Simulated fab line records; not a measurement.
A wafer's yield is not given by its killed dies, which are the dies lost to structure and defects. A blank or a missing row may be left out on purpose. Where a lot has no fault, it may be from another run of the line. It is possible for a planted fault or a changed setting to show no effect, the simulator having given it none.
fab line records	flow sky130
record: lots: 5	wafers: 15	last_day: 50
route steps=708 shown METAL1@446 VIA1@458 PAD_OPEN@708
lots with no fault: from the same line, run without faults
start_h: the number of hours between the record's first day and the start of the first shown wafer of the lot	wait_h: hours elapsed since this lot's preceding step	" identical to the entry in the row above	L1.1+2: a row that stands for several wafers	- either no value or no given start	* or withheld: withheld	< > ~ a bound
route shown NAME@n: NAME is a module with steps in the file, n the number in the route of the first one	usual: mean/standard deviation taken from wafers without a fault	same: alike in all rows	chamber/n: place in a boat	sites: readings site by site	_std_site: standard deviation of those values	_edge_site: the outer-site mean with the inner-site mean subtracted	radius_mm: how far each site lies from the wafer's centre	mask NAME#n: copy n	behind: tool/chamber where the wafer was last shaped	hold: why the lot went on hold/how many hours it stayed there/how the hold came to an end	device: transistor that didn't switch, given as n, p or np	end of line: the tests these same wafers got at the end of their route	step lacking rows: just its recipe	killed: count of dies lost to structure and defects at first sort (not the wafer's yield)	map: the dies of a wafer, with x for killed, . for not killed, _ for no die there
set.NAME: setting as actually run; set.NAME@STEP: the setting as run at that earlier step	model.NAME: the simulator's own value behind a step, which no gauge read
a table for each step, a row for each wafer; lots at some steps of the route
services: when a tool's chamber went out of use (start_h, in hours from the record's first day, below 0 if earlier), for how many hours, and the reason
== steps ==
step: SKY_METAL1_EXPOSE_12
recipe: mask_id: MM1	na: 0.8	source_shape: annular	sigma_inner: 0.55	sigma_outer: 0.85	target_cd_nm: 140	dose_mj: 28
step: SKY_METAL1_PEB_13
recipe: peb_temp_c: withheld	peb_time_s: withheld	resist: KrF-thick
step: SKY_METAL1_DEVELOP_14
recipe: develop_time_s: 60	resist: KrF-thick	dev_temp_c: 21
step: SKY_METAL1_CD_MEAS_15
recipe: target_cd_nm: 140
usual: cd_nm: 140.4/1.3
lot.wafer	tool	chamber	start_h	wait_h	cd_nm
L307.4	cd_sem-01	-	782.69	-	139.5
L307.5	"	-	"	"	142.5
L307.6	"	-	"	"	140.9
L309.1	cd_sem-02	-	788.13	-	141.3
L309.3	"	-	"	"	140.9
L309.6	"	-	"	"	139.2
L313.3	cd_sem-02	-	824.32	-	139.1
L313.5	"	-	"	"	140.8
L313.6	"	-	"	"	140.2
L323.1	cd_sem-01	-	900.38	-	141.1
L323.5	"	-	"	"	139.3
L323.6	"	-	"	"	139.5
L327.2	cd_sem-01	-	933.30	-	139.9
L327.3	"	-	"	"	141.2
L327.5	"	-	"	"	140.0
step: SKY_METAL1_OVL_MEAS_16
usual: METAL1_OVL: 0/5.1
lot.wafer	tool	chamber	start_h	wait_h	METAL1_OVL[nm]
L307.4	overlay-02	-	782.77	0.1	1
L307.5	"	-	"	"	-2
L307.6	"	-	"	"	-1
L309.1	overlay-02	-	788.25	0.1	0
L309.3	"	-	"	"	7
L309.6	"	-	"	"	-3
L313.3	overlay-01	-	824.42	0.1	7
L313.5	"	-	"	"	4
L313.6	"	-	"	"	1
L323.1	overlay-02	-	900.50	0.1	-10
L323.5	"	-	"	"	-8
L323.6	"	-	"	"	-12
L327.2	overlay-01	-	933.41	0.1	-10
L327.3	"	-	"	"	-10
L327.5	"	-	"	"	-5
step: SKY_METAL1_DESCUM_17
recipe: chemistry: O2	source_power_w: 150	bias_power_w: 0	pressure_mtorr: 10	temp_c: 40	time_s: 8
usual: drypump_motor_current_A: 5.4/0.59	oes_product_au: 0.998/0.0079
same: bias_power_w: 0
lot.wafer	tool	chamber	start_h	wait_h	drypump_motor_current_A	oes_product_au	rf_hours_counter_h
L307.4	rie_metal-04	1	782.80	0.0	6.0	1.004	-
L307.5	"	0	"	"	5.4	1.008	-
L307.6	"	1	"	"	6.0	0.992	-
L309.1	rie_metal-02	1	788.29	0.0	4.8	1.006	12
L309.3	"	0	"	"	5.2	1.004	-
L309.6	"	0	"	"	5.2	1.008	-
L313.3	rie_metal-04	0	824.45	0.0	5.4	0.988	-
L313.5	"	0	"	"	5.4	0.990	-
L313.6	"	1	"	"	6.0	0.987	-
L323.1	rie_metal-03	0	900.54	0.0	5.4	0.992	1
L323.5	"	1	"	"	6.7	1.001	-
L323.6	"	0	"	"	5.4	0.995	-
L327.2	rie_metal-02	1	933.45	0.0	4.8	0.991	-
L327.3	"	1	"	"	4.8	0.998	-
L327.5	"	1	"	"	4.8	1.004	-
step: SKY_METAL1_ETCH_18
recipe: chemistry: N2/H2	target: BARC	ion_energy_ev: 200	bias_w: 100	pressure_mtorr: 30	n2_flow_sccm: 100	h2_flow_sccm: 200	icp_w: 500	stop_on: SiO2	time_s: 45.9	target_depth_a: 600
usual: drypump_motor_current_A: 5.5/0.59	h2_flow_sccm: 200.0/0.59	oes_product_au: 0.854/0.0049	throttle_valve_pct: 13.226/0.0089
lot.wafer	tool	chamber	start_h	wait_h	drypump_motor_current_A	h2_flow_sccm	oes_product_au	rf_hours_counter_h	throttle_valve_pct
L307.4	rie_metal-04	1	782.84	0.0	6.0	200.2	0.853	-	13.230
L307.5	"	0	"	"	5.4	200.1	0.858	-	13.236
L307.6	"	1	"	"	6.0	199.5	0.850	-	13.220
L309.1	rie_metal-02	1	788.33	0.0	4.8	199.5	0.849	12	13.221
L309.3	"	0	"	"	5.2	199.8	0.855	-	13.223
L309.6	"	0	"	"	5.2	200.0	0.855	-	13.211
L313.3	rie_metal-04	0	824.49	0.0	5.4	200.5	0.858	-	13.233
L313.5	"	0	"	"	5.4	200.1	0.855	-	13.232
L313.6	"	1	"	"	6.0	200.4	0.857	-	13.233
L323.1	rie_metal-03	0	900.57	0.0	5.4	199.6	0.851	1	13.220
L323.5	"	1	"	"	6.6	199.9	0.852	-	13.208
L323.6	"	0	"	"	5.4	200.2	0.844	-	13.236
L327.2	rie_metal-02	1	933.52	0.1	4.8	199.8	0.852	-	13.231
L327.3	"	1	"	"	4.8	199.9	0.857	-	13.225
L327.5	"	1	"	"	4.8	201.1	0.861	-	13.224
step: SKY_METAL1_METAL_ETCH_19
recipe: target_depth_a: 3600	stop_on: SiO2	over_etch_frac: 0.3	time_s: 78	chemistry: Cl2/BCl3	resist_sidewall_deg: 88	pressure_mtorr: 10	icp_w: 900	bias_w: 48.5	Cl2_flow_sccm: 60	bcl3_flow_sccm: 30
usual: drypump_motor_current_A: 5.4/0.6	oes_product_au: 0.855/0.0068	throttle_valve_pct: 22.264/0.0084
lot.wafer	tool	chamber	start_h	wait_h	drypump_motor_current_A	oes_product_au	rf_hours_counter_h	throttle_valve_pct
L307.4	rie_metal-04	1	782.91	0.1	6.0	0.855	-	22.255
L307.5	"	0	"	"	5.4	0.859	-	22.261
L307.6	"	1	"	"	6.0	0.851	-	22.266
L309.1	rie_metal-02	1	788.42	0.1	4.8	0.869	12	22.252
L309.3	"	0	"	"	5.2	0.864	-	22.258
L309.6	"	0	"	"	5.2	0.860	-	22.265
L313.3	rie_metal-04	0	824.56	0.1	5.4	0.844	-	22.256
L313.5	"	0	"	"	5.4	0.856	-	22.251
L313.6	"	1	"	"	6.0	0.839	-	22.272
L323.1	rie_metal-03	0	900.63	0.0	5.4	0.855	1	22.260
L323.5	"	1	"	"	6.7	0.858	-	22.263
L323.6	"	0	"	"	5.4	0.850	-	22.271
L327.2	rie_metal-02	1	933.66	0.1	4.8	0.861	-	22.265
L327.3	"	1	"	"	4.8	0.850	-	22.277
L327.5	"	1	"	"	4.8	0.866	-	22.262
step: SKY_METAL1_STRIP_20
recipe: chemistry: O2/N2	power_w: 1400	pressure_mtorr: 1500	platen_temp_c: withheld	o2_flow_sccm: 3000	n2_flow_sccm: 300	overash_fraction: 0.5
usual: drypump_motor_current_A: 5.5/0.36	oes_product_au: 0.342/0.0045	strip_time_to_endpoint_s: 2.702/0.028
same: overash_fraction: 0.5
lot.wafer	tool	chamber	start_h	wait_h	drypump_motor_current_A	oes_product_au	rf_hours_counter_h	strip_time_to_endpoint_s
L307.4	plasma_asher-01	1	783.01	0.1	5.5	0.338	-	2.680
L307.5	"	1	"	"	5.5	0.346	-	2.705
L307.6	"	0	"	"	5.9	0.345	-	2.693
L309.1	plasma_asher-01	0	788.54	0.1	5.9	0.332	5	2.706
L309.3	"	0	"	"	5.9	0.340	-	2.691
L309.6	"	1	"	"	5.5	0.338	-	2.680
L313.3	plasma_asher-03	1	824.66	0.1	5.9	0.349	-	2.700
L313.5	"	0	"	"	5.5	0.330	-	2.709
L313.6	"	1	"	"	5.9	0.335	-	2.688
L323.1	plasma_asher-01	0	900.72	0.1	5.9	0.340	14	2.696
L323.5	"	1	"	"	5.4	0.342	-	2.652
L323.6	"	0	"	"	5.9	0.347	-	2.691
L327.2	plasma_asher-01	1	933.81	0.1	5.4	0.341	18	2.724
L327.3	"	0	"	"	5.9	0.339	-	2.675
L327.5	"	0	"	"	5.9	0.345	-	2.688
step: SKY_METAL1_STRIP_21
recipe: chemistry: post_etch_residue_remover	time_s: 1200	temp_c: 72.5
step: SKY_METAL1_CLEAN_22
recipe: chemistry: IPA	time_s: 180	temp_c: 25
step: SKY_METAL1_CLEAN_23
recipe: chemistry: O3/DIW	dry: n2_spin
step: SKY_VIA1_HDPCVD_00
recipe: material: SiO2	target_thk_nm: 1030	sigma_open_frac: 0.3	time_s: 171.7	temp_c: 400	sih4_flow_sccm: 60	pressure_mtorr: 6
usual: sih4_flow_sccm: 59.99/0.18
lot.wafer	tool	chamber	start_h	wait_h	sih4_flow_sccm	model.SiO2_of_VIA1_HDPCVD_00.thk_nm
L307.4	hdpcvd-01	0	783.64	0.1	59.90	1043
L307.5	"	1	"	"	60.33	1038
L307.6	"	2	"	"	59.99	1054
L309.1	hdpcvd-01	2	789.13	0.0	60.24	1054
L309.3	"	0	"	"	59.90	1041
L309.6	"	0	"	"	59.92	1038
L313.3	hdpcvd-01	1	825.22	0.0	59.83	1041
L313.5	"	0	"	"	29.81	515.6
L313.6	"	2	"	"	60.08	1027
L323.1	hdpcvd-02	1	901.32	0.0	60.23	1004
L323.5	"	1	"	"	59.85	1007
L323.6	"	0	"	"	60.07	1022
L327.2	hdpcvd-02	2	934.44	0.0	59.92	1016
L327.3	"	0	"	"	60.26	1029
L327.5	"	0	"	"	60.33	1026
step: SKY_VIA1_THK_MEAS_01
recipe: reads: SiO2_of_VIA1_HDPCVD_00
usual: VIA1_HDPCVD_THK: 1028/12
lot.wafer	tool	chamber	start_h	wait_h	VIA1_HDPCVD_THK[nm]
L307.4	film_metro-03	-	783.73	0.0	1043
L307.5	"	-	"	"	1038
L307.6	"	-	"	"	1054
L309.1	film_metro-02	-	789.24	0.1	1053
L309.3	"	-	"	"	1041
L309.6	"	-	"	"	1038
L313.3	film_metro-02	-	825.35	0.1	1041
L313.5	"	-	"	"	515
L313.6	"	-	"	"	1027
L323.1	film_metro-01	-	901.43	0.1	1004
L323.5	"	-	"	"	1007
L323.6	"	-	"	"	1021
L327.2	film_metro-03	-	934.56	0.1	1016
L327.3	"	-	"	"	1029
L327.5	"	-	"	"	1025
step: SKY_VIA1_CMP_02
recipe: material: SiO2	down_force_psi: 4	platen_rpm: 60	pad_velocity_m_s: 0.94248
usual: motor_current_A: 11.4/0.92	retaining_ring_pressure_frac: 1.000/0.005	slurry_flow_ml_min: 149.9/0.46
lot.wafer	tool	chamber	start_h	wait_h	motor_current_A	retaining_ring_pressure_frac	slurry_flow_ml_min
L307.4	cmp-01	3	784.00	0.3	9.6	1.002	150.7
L307.5	"	0	"	"	13.3	1.000	149.6
L307.6	"	1	"	"	11.1	1.000	150.4
L309.3	cmp-01	2	789.35	0.1	11.0	0.992	150.0
L309.1	"	3	"	"	10.4	1.000	149.4
L309.6	"	2	"	"	10.9	0.994	150.1
L313.3	cmp-02	1	826.75	1.4	10.1	0.994	150.5
L313.5	"	1	"	"	10.1	0.994	150.1
L313.6	"	2	"	"	12.3	0.997	149.9
L323.1	cmp-02	1	901.64	0.2	11.1	1.003	150.2
L323.6	"	2	"	"	13.1	1.001	149.7
L323.5	"	3	"	"	11.1	1.005	149.7
L327.3	cmp-01	2	934.66	0.1	11.0	0.990	149.6
L327.2	"	0	"	"	12.8	1.005	149.2
L327.5	"	1	"	"	12.1	1.012	150.4
step: SKY_PAD_OPEN_PROBE_99
usual: defect_limited_yield: 82.2/1.9	killed_at_M0_to_M3: 44/7.2	killed_at_M4_up: 3.0/1.9	killed_at_contacts: 25/4.8	killed_at_front_end: 16/4.2	killed_at_other: 0.2/0.44	killed_dies: 88/9.3	killed_open: 48/7.1	killed_short: 40/6.5
same: gross_dies: 492	killed_at_back_side: 0
lot.wafer	tool	chamber	start_h	wait_h	defect_limited_yield[%]	killed_at_M0_to_M3	killed_at_M4_up	killed_at_contacts	killed_at_front_end	killed_at_other	killed_dies	killed_open	killed_short	model.etest.tester.sort_n_pass	model.etest.tester.sort_yield_pct	model.etest.tester.sort_bin_3_pct	model.etest.met2_comb.leak_log10_a_um	model.etest.tester.sort_bin_8_pct
L307.4	prober-01	-	1086.81	0.2	86.2	35	1	21	10	1	68	40	28	424	86.18	0.4065	-11.85	0
L307.5	prober-01	-	1086.86	0.2	85.4	21	3	29	19	0	72	38	34	420	85.37	0.4065	-11.97	0
L307.6	prober-01	-	1086.91	0.2	78.7	49	3	34	19	0	105	55	50	387	78.66	1.22	-12.03	0
L309.1	prober-02	-	1098.41	0.1	83.5	40	5	20	16	0	81	39	42	411	83.54	0.6098	-11.99	0
L309.3	prober-02	-	1098.51	0.2	81.9	45	6	27	11	0	89	47	42	403	81.91	0.813	-12.06	0
L309.6	prober-02	-	1098.66	0.2	81.5	56	1	15	19	0	91	53	38	401	81.5	0.4065	-12.07	0
L313.3	prober-01	-	1122.11	0.2	83.3	44	0	27	11	0	82	41	41	410	83.33	0.813	-11.96	0
L313.5	prober-01	-	1122.21	0.2	84.3	34	2	29	11	1	77	43	34	243	49.39	35.57	-7.313	2.089e-05
L313.6	prober-01	-	1122.26	0.2	79.9	53	1	26	18	1	99	47	52	393	79.88	1.016	-12.07	0
L323.1	prober-01	-	1173.09	0.1	81.9	48	2	24	15	0	89	37	52	403	81.91	1.22	-12.06	0
L323.5	prober-01	-	1173.29	0.2	84.8	42	0	23	10	0	75	44	31	417	84.76	0.6098	-12.04	0
L323.6	prober-01	-	1173.34	0.2	79.3	53	1	31	16	1	102	53	49	390	79.27	2.033	-12	0
L327.2	prober-01	-	1196.55	0.1	78.7	60	1	22	21	1	105	57	48	387	78.66	0.813	-11.97	0
L327.3	prober-01	-	1196.60	0.2	82.7	41	4	21	19	0	85	51	34	407	82.72	0.2033	-12.04	0
L327.5	prober-01	-	1196.70	0.2	84.3	41	5	18	13	0	77	48	29	415	84.35	0.813	-11.98	0
killed by level:class
L307.4 CONTACT:geometric_particle:open=9 VIA1:geometric_particle:open=7 METAL2:geometric_particle:short=7 CONTACT:geometric_particle:short=6 VIA2:geometric_particle:open=6 VIA3:geometric_particle:open=4 POLY_GATE:geometric_particle:open=3 METAL1:geometric_particle:short=3
L307.5 CONTACT:geometric_particle:open=10 LI_CONTACT:geometric_particle:open=8 LOCAL_INTERCONNECT:geometric_particle:short=6 FIELD_ISO:geometric_particle:short=5 POLY_GATE:geometric_particle:short=5 POLY_CUT:geometric_particle:open=4 METAL2:geometric_particle:short=4 FIELD_ISO:geometric_particle:open=3
L307.6 CONTACT:geometric_particle:open=11 VIA1:geometric_particle:open=10 CONTACT:geometric_particle:short=9 METAL2:geometric_particle:short=8 LI_CONTACT:geometric_particle:open=6 VIA3:geometric_particle:open=6 VIA2:geometric_particle:short=5 VIA2:geometric_particle:open=5
L309.1 VIA1:geometric_particle:open=11 LOCAL_INTERCONNECT:geometric_particle:short=6 METAL2:geometric_particle:short=5 POLY_GATE:geometric_particle:short=5 METAL1:geometric_particle:short=5 VIA2:geometric_particle:open=5 VIA3:geometric_particle:open=5 FIELD_ISO:geometric_particle:short=4
L309.3 VIA1:geometric_particle:open=13 CONTACT:geometric_particle:open=9 VIA2:geometric_particle:open=8 FIELD_ISO:geometric_particle:short=6 LI_CONTACT:geometric_particle:open=5 LOCAL_INTERCONNECT:geometric_particle:short=5 METAL2:geometric_particle:short=5 METAL4:geometric_particle:short=5
L309.6 VIA1:geometric_particle:open=20 VIA2:geometric_particle:open=8 VIA3:geometric_particle:open=7 METAL2:geometric_particle:short=6 POLY_GATE:geometric_particle:short=5 CONTACT:geometric_particle:open=5 FIELD_ISO:geometric_particle:short=4 LI_CONTACT:geometric_particle:open=4
L313.3 CONTACT:geometric_particle:open=9 VIA1:geometric_particle:short=8 METAL1:geometric_particle:short=7 LI_CONTACT:geometric_particle:open=6 VIA1:geometric_particle:open=6 VIA3:geometric_particle:open=6 VIA3:geometric_particle:short=5 LI_CONTACT:geometric_particle:short=4
L313.5 CONTACT:geometric_particle:open=9 CONTACT:geometric_particle:short=9 VIA1:geometric_particle:open=9 VIA2:geometric_particle:open=6 METAL1:geometric_particle:short=5 VIA3:geometric_particle:open=5 FIELD_ISO:geometric_particle:open=4 POLY_GATE:geometric_particle:short=4
L313.6 CONTACT:geometric_particle:open=12 METAL2:geometric_particle:short=11 FIELD_ISO:geometric_particle:short=8 VIA3:geometric_particle:short=8 VIA3:geometric_particle:open=8 LI_CONTACT:geometric_particle:open=7 VIA1:geometric_particle:open=5 METAL1:geometric_particle:short=4
L323.1 CONTACT:geometric_particle:open=11 METAL2:geometric_particle:short=9 METAL1:geometric_particle:short=8 POLY_GATE:geometric_particle:short=5 VIA2:geometric_particle:open=5 VIA2:geometric_particle:short=5 VIA3:geometric_particle:short=5 FIELD_ISO:geometric_particle:short=4
L323.5 VIA1:geometric_particle:open=13 CONTACT:geometric_particle:open=8 METAL1:geometric_particle:short=7 VIA3:geometric_particle:open=7 LI_CONTACT:geometric_particle:open=6 VIA2:geometric_particle:open=5 FIELD_ISO:geometric_particle:short=4 LOCAL_INTERCONNECT:geometric_particle:short=4
L323.6 CONTACT:geometric_particle:open=11 VIA1:geometric_particle:open=11 VIA2:geometric_particle:open=8 METAL1:geometric_particle:short=8 FIELD_ISO:geometric_particle:open=7 LOCAL_INTERCONNECT:geometric_particle:short=5 CONTACT:geometric_particle:short=5 METAL2:geometric_particle:short=5
L327.2 VIA2:geometric_particle:open=13 CONTACT:geometric_particle:open=8 VIA1:geometric_particle:open=8 VIA2:geometric_particle:short=8 VIA3:geometric_particle:open=8 LI_CONTACT:geometric_particle:open=7 FIELD_ISO:geometric_particle:short=6 FIELD_ISO:geometric_particle:open=5
L327.3 LI_CONTACT:geometric_particle:open=8 CONTACT:geometric_particle:open=8 VIA3:geometric_particle:open=8 POLY_GATE:geometric_particle:open=6 METAL1:geometric_particle:short=6 VIA2:geometric_particle:open=6 FIELD_ISO:geometric_particle:short=5 METAL1:geometric_particle:open=5
L327.5 VIA1:geometric_particle:open=8 FIELD_ISO:geometric_particle:open=7 CONTACT:geometric_particle:open=7 VIA2:geometric_particle:open=5 LI_CONTACT:geometric_particle:open=5 CONTACT:geometric_particle:short=5 METAL1:geometric_particle:short=5 VIA1:geometric_particle:short=4
== services ==
tool	chamber	start_h	hours	kind
rie_metal-04	1	758.83	1.3	repair
cmp-02	-	767.53	1.0	repair
rie_metal-03	-	782.75	1.2	repair
hdpcvd-01	-	799.76	4.3	pm
cmp-02	-	806.56	2.3	repair
rie_metal-03	1	816.45	12.4	repair
cmp-02	-	817.88	5.0	pm
cmp-01	-	822.86	5.5	pm
rie_metal-03	1	836.14	14.0	repair
plasma_asher-01	-	840.56	13.6	repair
cmp-01	-	865.72	1.6	repair
cmp-01	-	868.11	0.4	repair
rie_metal-03	0	869.69	-	clean
rie_metal-03	0	869.69	11.0	scheduled_down
rie_metal-03	0	869.69	11.0	vent_cycle
rie_metal-02	1	884.70	-	clean
rie_metal-02	1	884.70	28.8	scheduled_down
rie_metal-02	1	884.70	28.8	vent_cycle
cmp-02	-	910.81	1.0	repair
cmp-01	-	911.95	10.2	pm
cmp-02	-	920.14	1.0	repair
plasma_asher-01	-	921.10	0.9	repair
cmp-01	-	922.15	4.0	pm
rie_metal-02	0	927.23	11.1	repair
== key ==
first_sign: step: SKY_VIA1_HDPCVD_00	reading: sih4_flow_sccm	direction: down	sigmas: 99+	usual: 59.99	struck: 29.81
effect: step: SKY_VIA1_THK_MEAS_01	reading: VIA1_HDPCVD_THK	direction: down	sigmas: 45	usual: 1028	struck: 515
model_effect: step: SKY_VIA1_HDPCVD_00	value: SiO2_of_VIA1_HDPCVD_00.thk_nm	without: 1031	struck: 515.6
model_effect: step: SKY_PAD_OPEN_PROBE_99	value: etest.tester.sort_n_pass	without: 415	struck: 243
met_at SKY_VIA1_HDPCVD_00
struck_wafers L313.5
onset_between 789.13 825.22
fault: kind: process_parameter_drift	tool: hdpcvd-01	chamber: 0	onset_h: 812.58	steps: SKY_VIA1_HDPCVD_00	channel: sih4_flow_sccm	offset: -30	shape: step	end_h: 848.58	acts_in: these_recipes_only	stated: 60
